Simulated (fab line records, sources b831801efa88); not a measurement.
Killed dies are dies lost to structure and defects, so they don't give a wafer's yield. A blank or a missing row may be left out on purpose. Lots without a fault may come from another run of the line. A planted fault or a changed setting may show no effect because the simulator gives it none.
Which tool did it? | flow gf180mcu | 6 lots, 17 wafers sampled, at 2 steps of a route of 602

WHAT THE GAUGES READ, wafer by wafer
GF_NWELL_TW_MEAS_11.
lot  | measured    | on            | NWELL_TW
L371 | day 3 15:32 | film_metro-02 | 1591 1595 1602
L372 | day 4 00:08 | film_metro-03 | 1585 1579 1584
L375 | day 4 09:04 | film_metro-03 | 1592 1586 1598
L383 | day 6 07:54 | film_metro-02 | 1487 1591
L389 | day 7 13:32 | film_metro-03 | 1592 1595 1591
L391 | day 8 02:11 | film_metro-02 | 1594 1598 1599

WHICH TOOL RAN EACH LOT (tool, then ch and the chambers of the sampled wafers, then the start)
lot  | GF_NWELL_IMPLANT_08
L371 | implanter-04 ch 0, day 3 15:10
L372 | implanter-04 ch 0, day 3 23:44
L375 | implanter-01 ch 0, day 4 08:41
L383 | implanter-04 ch 0, day 6 07:32
L389 | implanter-01 ch 0, day 7 13:10
L391 | implanter-01 ch 0, day 8 01:47
- GF_NWELL_IMPLANT_08

THE ANSWER, worked out from the rows above alone
Rule: what is usual is taken from the lots themselves. Put in order of their means at a reading, lots are off if they are a third of the lots or fewer, leave a main group of 4 or more, and stand apart from it by a gap of 3 or more times the standard deviation of the main group's means; of several such gaps the widest counts. A main group whose means are all the same, to the digits that the tables above print for the reading, isn't used. A lot without any number at a reading at which 4 lots or more have one is off too. The other lots that the step has rows for count as sound.
Off: L383, at GF_NWELL_TW_MEAS_11 (NWELL_TW). The main group: mean 1592, standard deviation 5.1.
A tool fits if, at a process step before that reading, it ran every lot that is off, and no sound lot after the first of them. The gauges at GF_NWELL_TW_MEAS_11 are tried like those tools. One fits: implanter-04 at GF_NWELL_IMPLANT_08. Its last sound lot is L372 (day 3 23:44), its first lot that is off L383 (day 6 07:32): a fault that began between those two fits.

WHAT THE SIMULATOR HAD PUT IN
Process parameter drift: implanter-04, from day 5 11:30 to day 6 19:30, at GF_NWELL_IMPLANT_08. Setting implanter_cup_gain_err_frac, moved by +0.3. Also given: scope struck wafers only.
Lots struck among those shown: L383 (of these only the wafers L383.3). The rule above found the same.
